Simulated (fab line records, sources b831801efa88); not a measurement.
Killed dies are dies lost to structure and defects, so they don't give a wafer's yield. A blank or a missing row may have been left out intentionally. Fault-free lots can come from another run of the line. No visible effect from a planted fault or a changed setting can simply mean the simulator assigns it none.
fab line records -- flow sky130
record lots=12, wafers=36, last_day=50
route steps=708 shown METAL1@434 METAL3@569 VIA3@586 PAD_OPEN@708
lots with no fault: from the same line, run without faults
start_h: hours from the record's first day to the start of the lot's first wafer shown -- wait_h: hours since the lot's step before -- " as in the row above -- L1.1+2: several wafers, shown together as one row -- - no value, or no start given -- * or withheld: withheld -- < > ~ a bound
route shown NAME@n: NAME is a module with steps in the file, n the number in the route of the first one -- usual: mean/standard deviation taken from wafers without a fault -- same: alike in all rows -- chamber/n: place in a boat -- sites: per-site readings -- _std_site: standard deviation across them -- _edge_site: the outer-site mean with the inner-site mean subtracted -- radius_mm: for every site, how far away it sits from the centre of the wafer -- mask NAME#n: copy n -- behind: the last tool/chamber to shape the wafer -- hold: why the lot was held/for how many hours/how that ended -- device: the transistor (n, p or np) that didn't switch -- end of line: the tests these same wafers got at the end of their route -- a step without rows: its recipe alone -- killed: dies lost to structure and defects at the first sort, not the wafer's yield -- map: shows each die of a wafer: x if killed, . if not, _ if none is there
set.NAME: the setting the step ran with; set.NAME@STEP: the setting that earlier step ran with -- model.NAME: the simulator's own value behind a step, which no gauge read
a sample of lots followed through the steps of the route, with each step as a table and each wafer as a row
services: the hour from which a tool's chamber was out of use, counted from the record's first day as start_h (under 0 if before that day), plus the number of hours and why
## steps
# step SKY_METAL1_SPUTTER_00
# recipe material=Ti, target_thk_nm=15, power_w=3000, time_s=10, chamber_pressure_pa=0.4
# usual chamber_pressure_pa=0.4000/0.00079, throttle_valve_pct=30.4/0.66
lot.wafer,tool,chamber,start_h,wait_h,chamber_pressure_pa,throttle_valve_pct
L458.1,pvd_sputter-03,-,755.82,0.2,0.3995,29.8
L458.2,pvd_sputter-03,-,755.82,0.2,0.4005,31.4
L458.6,pvd_sputter-03,-,755.82,0.2,0.4009,31.1
L459.1,pvd_sputter-01,-,780.40,0.2,0.4001,30.5
L459.3,pvd_sputter-01,-,780.40,0.2,0.3998,30.0
L459.6,pvd_sputter-01,-,780.40,0.2,0.4008,30.7
L463.2,pvd_sputter-01,-,806.13,0.1,0.3996,30.0
L463.4,pvd_sputter-01,-,806.13,0.1,0.4003,30.4
L463.6,pvd_sputter-01,-,806.13,0.1,0.4009,30.4
L462.4,pvd_sputter-02,-,807.09,0.2,0.4004,29.8
L462.5,pvd_sputter-02,-,807.09,0.2,0.3998,29.8
L462.6,pvd_sputter-02,-,807.09,0.2,0.3989,30.5
L464.4,pvd_sputter-01,-,822.19,0.2,0.3995,30.6
L464.5,pvd_sputter-01,-,822.19,0.2,0.3997,30.6
L464.6,pvd_sputter-01,-,822.19,0.2,0.3992,30.4
L466.1,pvd_sputter-03,-,825.63,0.1,0.4009,30.6
L466.4,pvd_sputter-03,-,825.63,0.1,0.3999,30.8
L466.6,pvd_sputter-03,-,825.63,0.1,0.3986,30.1
L465.1,pvd_sputter-03,-,828.79,0.2,0.3988,30.7
L465.2,pvd_sputter-03,-,828.79,0.2,0.3999,31.5
L465.5,pvd_sputter-03,-,828.79,0.2,0.3993,30.0
L467.3,pvd_sputter-03,-,832.61,0.1,0.4002,31.7
L467.4,pvd_sputter-03,-,832.61,0.1,0.3987,30.7
L467.6,pvd_sputter-03,-,832.61,0.1,0.4014,29.6
L475.1,pvd_sputter-02,-,888.24,0.2,0.4000,28.7
L475.2,pvd_sputter-02,-,888.24,0.2,0.3991,30.5
L475.6,pvd_sputter-02,-,888.24,0.2,0.3979,30.3
L476.1,pvd_sputter-02,-,894.57,0.1,0.4015,30.0
L476.5,pvd_sputter-02,-,894.57,0.1,0.3999,29.8
L476.6,pvd_sputter-02,-,894.57,0.1,0.4001,31.1
L478.1,pvd_sputter-03,-,908.31,0.2,0.3991,31.4
L478.5,pvd_sputter-03,-,908.31,0.2,0.3985,31.3
L478.6,pvd_sputter-03,-,908.31,0.2,0.4001,29.7
L479.2,pvd_sputter-03,-,910.27,0.1,0.4005,29.6
L479.5,pvd_sputter-03,-,910.27,0.1,0.3981,31.3
L479.6,pvd_sputter-03,-,910.27,0.1,0.4008,31.3
# step SKY_METAL3_STRIP_19
# recipe chemistry=O2/N2, power_w=1400, pressure_mtorr=1500, platen_temp_c=withheld, o2_flow_sccm=3000, n2_flow_sccm=300, overash_fraction=0.5
# usual drypump_motor_current_A=5.79/0.15, oes_product_au=0.502/0.0053, strip_time_to_endpoint_s=6.53/0.067
lot.wafer,tool,chamber,start_h,wait_h,drypump_motor_current_A,oes_product_au,rf_hours_counter_h,strip_time_to_endpoint_s
L458.1,plasma_asher-04,0,919.64,0.3,5.69,0.504,48,6.50
L458.2,plasma_asher-04,1,919.64,0.3,5.79,0.494,48,6.52
L458.6,plasma_asher-04,0,919.64,0.3,5.70,0.494,-,6.49
L459.1,plasma_asher-04,1,943.87,0.1,5.81,0.511,51,6.60
L459.3,plasma_asher-04,0,943.87,0.1,5.70,0.497,-,6.58
L459.6,plasma_asher-04,1,943.87,0.1,5.83,0.507,-,6.55
L463.2,plasma_asher-03,0,964.87,0.1,6.04,0.510,81,6.63
L463.4,plasma_asher-03,1,964.87,0.1,5.58,0.496,-,6.56
L463.6,plasma_asher-03,0,964.87,0.1,6.05,0.503,-,6.55
L462.4,plasma_asher-01,1,967.46,0.1,5.76,0.507,-,6.58
L462.5,plasma_asher-01,0,967.46,0.1,5.84,0.500,-,6.47
L462.6,plasma_asher-01,1,967.46,0.1,5.78,0.499,-,6.55
L464.4,plasma_asher-03,0,982.53,0.1,6.04,0.503,-,6.56
L464.5,plasma_asher-03,0,982.53,0.1,6.04,0.508,-,6.50
L464.6,plasma_asher-03,1,982.53,0.1,5.57,0.506,-,6.62
L466.1,plasma_asher-01,0,984.32,0.1,5.82,0.498,24,6.50
L466.4,plasma_asher-01,0,984.32,0.1,5.82,0.498,-,6.44
L466.6,plasma_asher-01,1,984.32,0.1,5.78,0.500,-,6.52
L465.1,plasma_asher-01,0,986.62,0.1,5.84,0.506,24,6.61
L465.2,plasma_asher-01,1,986.62,0.1,5.77,0.487,24,6.43
L465.5,plasma_asher-01,1,986.62,0.1,5.78,0.503,-,6.56
L467.3,plasma_asher-01,0,989.60,0.1,5.85,0.504,-,6.48
L467.4,plasma_asher-01,1,989.60,0.1,5.77,0.497,-,6.38
L467.6,plasma_asher-01,1,989.60,0.1,5.77,0.499,-,6.52
L475.1,plasma_asher-03,1,1038.23,0.1,5.55,0.499,88,6.49
L475.2,plasma_asher-03,0,1038.23,0.1,6.03,0.503,88,6.68
L475.6,plasma_asher-03,0,1038.23,0.1,6.05,0.515,-,6.55
L476.1,plasma_asher-01,1,1044.23,0.1,5.77,0.505,29,6.57
L476.5,plasma_asher-01,1,1044.23,0.1,5.79,0.504,-,6.57
L476.6,plasma_asher-01,0,1044.23,0.1,5.82,0.495,-,6.49
L478.1,plasma_asher-03,0,1057.57,0.1,6.05,0.509,89,6.58
L478.5,plasma_asher-03,1,1057.57,0.1,5.57,0.510,-,6.57
L478.6,plasma_asher-03,0,1057.57,0.1,6.03,0.511,-,6.68
L479.2,plasma_asher-04,1,1057.92,0.1,5.80,0.501,63,6.48
L479.5,plasma_asher-04,1,1057.92,0.1,5.76,0.497,-,6.47
L479.6,plasma_asher-04,0,1057.92,0.1,5.70,0.507,-,6.54
# step SKY_VIA3_OVL_MEAS_13
# usual VIA3_OVL=1/5.3
lot.wafer,tool,chamber,start_h,wait_h,VIA3_OVL[nm]
L458.1,overlay-02,-,946.12,0.1,2
L458.2,overlay-02,-,946.12,0.1,-3
L458.6,overlay-02,-,946.12,0.1,7
L459.1,overlay-01,-,969.66,0.1,3
L459.3,overlay-01,-,969.66,0.1,6
L459.6,overlay-01,-,969.66,0.1,9
L463.2,overlay-01,-,989.06,0.1,0
L463.4,overlay-01,-,989.06,0.1,9
L463.6,overlay-01,-,989.06,0.1,11
L462.4,overlay-01,-,992.08,0.1,-2
L462.5,overlay-01,-,992.08,0.1,-6
L462.6,overlay-01,-,992.08,0.1,-4
L464.4,overlay-01,-,1006.49,0.1,0
L464.5,overlay-01,-,1006.49,0.1,4
L464.6,overlay-01,-,1006.49,0.1,-1
L466.1,overlay-02,-,1008.61,0.1,-4
L466.4,overlay-02,-,1008.61,0.1,0
L466.6,overlay-02,-,1008.61,0.1,-2
L465.1,overlay-02,-,1010.96,0.1,-3
L465.2,overlay-02,-,1010.96,0.1,-3
L465.5,overlay-02,-,1010.96,0.1,1
L467.3,overlay-02,-,1013.63,0.1,-3
L467.4,overlay-02,-,1013.63,0.1,-2
L467.6,overlay-02,-,1013.63,0.1,0
L475.1,overlay-01,-,1060.71,0.1,-2
L475.2,overlay-01,-,1060.71,0.1,0
L475.6,overlay-01,-,1060.71,0.1,-1
L476.1,overlay-01,-,1067.22,0.1,3
L476.5,overlay-01,-,1067.22,0.1,0
L476.6,overlay-01,-,1067.22,0.1,6
L478.1,overlay-02,-,1079.92,0.1,5
L478.5,overlay-02,-,1079.92,0.1,0
L478.6,overlay-02,-,1079.92,0.1,2
L479.2,overlay-01,-,1080.46,0.1,-10
L479.5,overlay-01,-,1080.46,0.1,-1
L479.6,overlay-01,-,1080.46,0.1,-10
# step SKY_VIA3_STRIP_16
# recipe chemistry=O2/N2, power_w=1400, pressure_mtorr=1500, platen_temp_c=withheld, o2_flow_sccm=3000, n2_flow_sccm=300, overash_fraction=0.5
# usual drypump_motor_current_A=5.77/0.19, oes_product_au=0.402/0.0049, strip_time_to_endpoint_s=4.136/0.022
lot.wafer,tool,chamber,start_h,wait_h,drypump_motor_current_A,oes_product_au,rf_hours_counter_h,strip_time_to_endpoint_s
L458.1,plasma_asher-04,1,946.26,0.0,5.82,0.413,51,4.159
L458.2,plasma_asher-04,0,946.26,0.0,5.72,0.399,51,4.182
L458.6,plasma_asher-04,1,946.26,0.0,5.81,0.393,-,4.131
L459.1,plasma_asher-02,0,969.80,0.0,5.54,0.405,118,4.112
L459.3,plasma_asher-02,0,969.80,0.0,5.53,0.402,-,4.147
L459.6,plasma_asher-02,1,969.80,0.0,5.89,0.402,-,4.146
L463.2,plasma_asher-03,1,989.20,0.0,5.57,0.397,83,4.138
L463.4,plasma_asher-03,1,989.20,0.0,5.58,0.400,-,4.153
L463.6,plasma_asher-03,0,989.20,0.0,6.03,0.401,-,4.100
L462.4,plasma_asher-04,1,992.23,0.1,5.78,0.407,-,4.151
L462.5,plasma_asher-04,1,992.23,0.1,5.82,0.399,-,4.149
L462.6,plasma_asher-04,0,992.23,0.1,5.70,0.403,-,4.131
L464.4,plasma_asher-04,0,1006.64,0.0,5.66,0.402,-,4.131
L464.5,plasma_asher-04,0,1006.64,0.0,5.67,0.408,-,4.115
L464.6,plasma_asher-04,1,1006.64,0.0,5.81,0.410,-,4.148
L466.1,plasma_asher-03,0,1008.75,0.0,6.05,0.406,85,4.132
L466.4,plasma_asher-03,0,1008.75,0.0,6.07,0.407,-,4.114
L466.6,plasma_asher-03,0,1008.75,0.0,6.05,0.400,-,4.120
L465.1,plasma_asher-03,1,1011.10,0.0,5.57,0.409,85,4.126
L465.2,plasma_asher-03,0,1011.10,0.0,6.06,0.397,85,4.126
L465.5,plasma_asher-03,0,1011.10,0.0,6.04,0.396,-,4.143
L467.3,plasma_asher-02,1,1013.79,0.1,5.86,0.401,-,4.138
L467.4,plasma_asher-02,0,1013.79,0.1,5.52,0.400,-,4.154
L467.6,plasma_asher-02,1,1013.79,0.1,5.85,0.406,-,4.158
L475.1,plasma_asher-04,1,1060.85,0.0,5.81,0.405,63,4.163
L475.2,plasma_asher-04,0,1060.85,0.0,5.67,0.400,63,4.147
L475.6,plasma_asher-04,1,1060.85,0.0,5.80,0.399,-,4.173
L476.1,plasma_asher-03,1,1067.36,0.0,5.56,0.409,90,4.146
L476.5,plasma_asher-03,0,1067.36,0.0,6.03,0.406,-,4.150
L476.6,plasma_asher-03,1,1067.36,0.0,5.55,0.393,-,4.148
L478.1,plasma_asher-04,1,1080.06,0.0,5.79,0.396,65,4.111
L478.5,plasma_asher-04,1,1080.06,0.0,5.79,0.402,-,4.120
L478.6,plasma_asher-04,0,1080.06,0.0,5.71,0.403,-,4.108
L479.2,plasma_asher-02,0,1080.59,0.0,5.56,0.399,2,4.148
L479.5,plasma_asher-02,0,1080.59,0.0,5.56,0.404,-,4.149
L479.6,plasma_asher-02,1,1080.59,0.0,5.92,0.415,-,4.137
# step SKY_PAD_OPEN_PROBE_99
# usual defect_limited_yield=82.6/1.9, killed_at_M0_to_M3=43/6.9, killed_at_M4_up=3.0/1.8, killed_at_contacts=24/4.8, killed_at_front_end=15/4.5, killed_at_other=0.4/0.67, killed_dies=86/9.2, killed_open=46/6.9, killed_short=39/6, sort_bin_3_pad_short=0.8/0.39, sort_bin_5_function=10.2/1.3, sort_bin_6_memory=6.3/1.2, sort_n_pass=406/9.2, sort_yield_pct=82.6/1.9
# same gross_dies=492, killed_at_back_side=0, sort_bin_4_leakage[%]=0, sort_bin_8_speed[%]=0
lot.wafer,tool,chamber,start_h,wait_h,defect_limited_yield[%],killed_at_M0_to_M3,killed_at_M4_up,killed_at_contacts,killed_at_front_end,killed_at_other,killed_dies,killed_open,killed_short,sort_bin_3_pad_short[%],sort_bin_5_function[%],sort_bin_6_memory[%],sort_n_pass,sort_yield_pct[%]
L467.3,prober-01,-,1147.57,0.2,85.2,31,3,23,16,0,73,44,28,0.4,9.8,4.7,419,85.2
L467.4,prober-01,-,1147.62,0.2,84.3,45,2,22,8,0,77,50,27,0.6,8.3,6.7,415,84.3
L467.6,prober-01,-,1147.72,0.2,85.4,32,2,19,19,0,72,44,27,0.6,8.7,5.3,420,85.4
L475.1,prober-02,-,1183.62,0.1,75.4,77,2,24,17,1,121,50,38,1.2,16.7,6.7,371,75.4
L475.2,prober-02,-,1183.67,0.1,78.7,76,2,17,10,0,105,45,35,1.0,13.0,7.3,387,78.7
L475.6,prober-02,-,1183.87,0.2,79.5,66,2,19,13,1,101,36,37,1.4,12.8,6.3,391,79.5
L476.1,prober-01,-,1189.91,0.1,75.8,82,2,22,13,0,119,41,35,0.6,15.2,8.3,373,75.8
L476.5,prober-01,-,1190.11,0.2,77.2,78,1,22,10,1,112,30,48,2.4,13.8,6.5,380,77.2
L476.6,prober-01,-,1190.16,0.2,75.2,76,3,26,17,0,122,46,43,2.6,16.9,5.3,370,75.2
# killed by level:class
L467.3 CONTACT:geometric_particle:open=12 VIA3:geometric_particle:open=8 FIELD_ISO:geometric_particle:short=6 VIA1:geometric_particle:open=6 LI_CONTACT:geometric_particle:open=5 VIA3:geometric_particle:short=4 METAL1:geometric_particle:open=3 VIA1:geometric_particle:short=3
L467.4 LI_CONTACT:geometric_particle:open=13 VIA1:geometric_particle:open=9 CONTACT:geometric_particle:open=7 VIA3:geometric_particle:open=6 VIA2:geometric_particle:open=6 VIA2:geometric_particle:short=5 FIELD_ISO:geometric_particle:open=4 METAL1:geometric_particle:short=4
L467.6 VIA1:geometric_particle:open=8 VIA1:geometric_particle:short=8 VIA3:geometric_particle:open=8 CONTACT:geometric_particle:open=7 FIELD_ISO:geometric_particle:open=6 LI_CONTACT:geometric_particle:open=6 POLY_GATE:geometric_particle:open=4 LOCAL_INTERCONNECT:geometric_particle:short=4
L475.1 METAL1:unspecified=33 VIA1:geometric_particle:open=17 CONTACT:geometric_particle:short=7 CONTACT:geometric_particle:open=7 VIA3:geometric_particle:open=7 POLY_GATE:geometric_particle:open=6 LI_CONTACT:geometric_particle:open=6 METAL1:geometric_particle:short=5
L475.2 METAL1:unspecified=25 VIA2:geometric_particle:open=9 VIA1:geometric_particle:open=8 LI_CONTACT:geometric_particle:open=7 CONTACT:geometric_particle:open=7 METAL1:geometric_particle:short=7 METAL2:geometric_particle:short=7 VIA1:geometric_particle:short=6
L475.6 METAL1:unspecified=28 VIA2:geometric_particle:open=11 LI_CONTACT:geometric_particle:open=9 METAL2:geometric_particle:short=6 VIA1:geometric_particle:short=5 METAL1:geometric_particle:short=5 VIA2:geometric_particle:short=5 CONTACT:geometric_particle:open=4
L476.1 METAL1:unspecified=42 VIA1:geometric_particle:open=16 CONTACT:geometric_particle:open=9 VIA1:geometric_particle:short=6 POLY_GATE:geometric_particle:open=4 POLY_GATE:geometric_particle:short=4 LI_CONTACT:geometric_particle:open=4 LOCAL_INTERCONNECT:geometric_particle:short=4
L476.5 METAL1:unspecified=34 VIA1:geometric_particle:open=11 METAL2:geometric_particle:short=9 CONTACT:geometric_particle:short=8 FIELD_ISO:geometric_particle:short=6 CONTACT:geometric_particle:open=6 LOCAL_INTERCONNECT:geometric_particle:short=5 VIA3:geometric_particle:open=5
L476.6 METAL1:unspecified=33 CONTACT:geometric_particle:open=11 VIA1:geometric_particle:open=10 POLY_GATE:geometric_particle:short=7 LI_CONTACT:geometric_particle:open=6 METAL2:geometric_particle:short=5 METAL1:geometric_particle:short=5 VIA2:geometric_particle:short=5
## services
tool,chamber,start_h,hours,kind
plasma_asher-01,-,733.75,9.0,pm
plasma_asher-01,-,740.57,1.8,repair
pvd_sputter-03,-,781.45,1.9,repair
plasma_asher-03,-,799.71,1.4,repair
pvd_sputter-03,-,808.71,5.2,repair
pvd_sputter-03,0,814.45,-,consumable_replace:kit
pvd_sputter-03,0,814.45,18.0,scheduled_down
pvd_sputter-03,0,814.45,18.0,vent_cycle
plasma_asher-01,-,829.12,1.9,repair
pvd_sputter-03,-,841.87,4.8,repair
plasma_asher-03,-,845.24,0.6,repair
plasma_asher-01,-,855.66,4.5,repair
plasma_asher-01,-,888.58,2.8,pm
pvd_sputter-01,-,895.84,12.0,repair
pvd_sputter-01,-,942.08,3.2,repair
plasma_asher-02,-,950.47,0.4,repair
plasma_asher-03,-,955.74,1.0,repair
plasma_asher-03,-,958.38,2.8,pm
pvd_sputter-03,3,986.61,-,consumable_replace:kit
pvd_sputter-03,3,986.61,18.0,scheduled_down
pvd_sputter-01,-,1005.36,0.5,repair
plasma_asher-03,-,1040.01,7.5,repair
plasma_asher-02,-,1049.16,5.8,repair
plasma_asher-02,-,1055.33,9.0,pm
## key
first_sign step=SKY_PAD_OPEN_PROBE_99, reading=killed_at_M0_to_M3, direction=up, sigmas=4.7, usual=43, struck=76
effect step=SKY_PAD_OPEN_PROBE_99, reading=sort_bin_5_function, direction=up, sigmas=3.4, usual=10.2, struck=14.7
met_at SKY_METAL1_SPUTTER_00
struck_lots L475,L476
not_acting_at SKY_METAL3_STRIP_19,SKY_VIA3_OVL_MEAS_13,SKY_VIA3_STRIP_16
onset_between 807.09 888.24
fault kind=chamber_particle_source, tool=pvd_sputter-02, chamber=-, onset_h=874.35, steps=SKY_METAL1_SPUTTER_00, rate_per_visit_cm2=0.41911, end_h=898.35
